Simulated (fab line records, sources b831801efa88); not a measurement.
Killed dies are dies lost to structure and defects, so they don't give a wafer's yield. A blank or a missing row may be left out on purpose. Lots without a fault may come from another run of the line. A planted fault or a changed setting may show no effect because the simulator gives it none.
Chamber matching | flow gf180mcu | GF_CONTACT_CMP_04 on cmp-02: 4 sister chambers
The step polishes SiO2. 8 wafers are shown with their chamber, then 12 later ones without.

WAFERS WITH THEIR CHAMBER
wafer  | chamber | motor_current_A (A) | time_to_endpoint_s (s)
L083.6 | 3       | 11.6                | 118
L085.2 | 1       | 13.8                | 111
L085.6 | 2       | 11.6                | 107
L087.4 | 1       | 13.3                | 103
L087.6 | 0       | 13.0                | 99
L090.3 | 3       | 11.0                | 116
L090.4 | 2       | 12.1                | 106
L090.5 | 0       | 13.0                | 112

WAFERS WITHOUT THEIR CHAMBER
wafer  | motor_current_A (A) | time_to_endpoint_s (s)
L091.1 | 13.9                | 108
L091.5 | 11.4                | 113
L091.6 | 12.5                | 103
L093.2 | 12.4                | 104
L093.4 | 11.5                | 124
L093.6 | 12.1                | 110
L094.1 | 12.6                | 107
L094.5 | 12.4                | 106
L094.6 | 13.2                | 118
L096.1 | 13.3                | 97
L096.5 | 11.8                | 101
L096.6 | 10.9                | 104

WHICH CHAMBER EACH WENT THROUGH
wafer  | from the rows above          | in truth
L091.1 | can't be placed: 1 or 0      | 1
L091.5 | can't be placed: 3 or 2      | 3
L091.6 | can't be placed: 0 or 2 or 1 | 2
L093.2 | can't be placed: 2 or 0 or 1 | 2
L093.4 | can't be placed: 3 or 2      | 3
L093.6 | can't be placed: 2 or 3 or 0 | 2
L094.1 | can't be placed: 0 or 2 or 1 | 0
L094.5 | can't be placed: 2 or 0 or 1 | 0
L094.6 | can't be placed: 1 or 0      | 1
L096.1 | can't be placed: 0 or 1      | 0
L096.5 | 2                            | 2
L096.6 | can't be placed: 3 or 2      | 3
Placed correctly: 1 of 12. Can't be placed from these rows: 11 (the true chamber is among the candidates in 11). Placed wrongly: 0.
How it was worked out, from the rows above alone: a wafer's distance from a chamber is the root of the sum, over the readings, of the square of ((its reading less the chamber's mean) divided by the reading's scatter). The wafer belongs to the nearest chamber; if the next one is less than 2 further off, it can't be placed. A chamber's mean is the mean of its shown wafers. The scatter: the root of (the sum of the squares of (reading less its chamber's mean) over the shown wafers, divided by (wafers less chambers)).
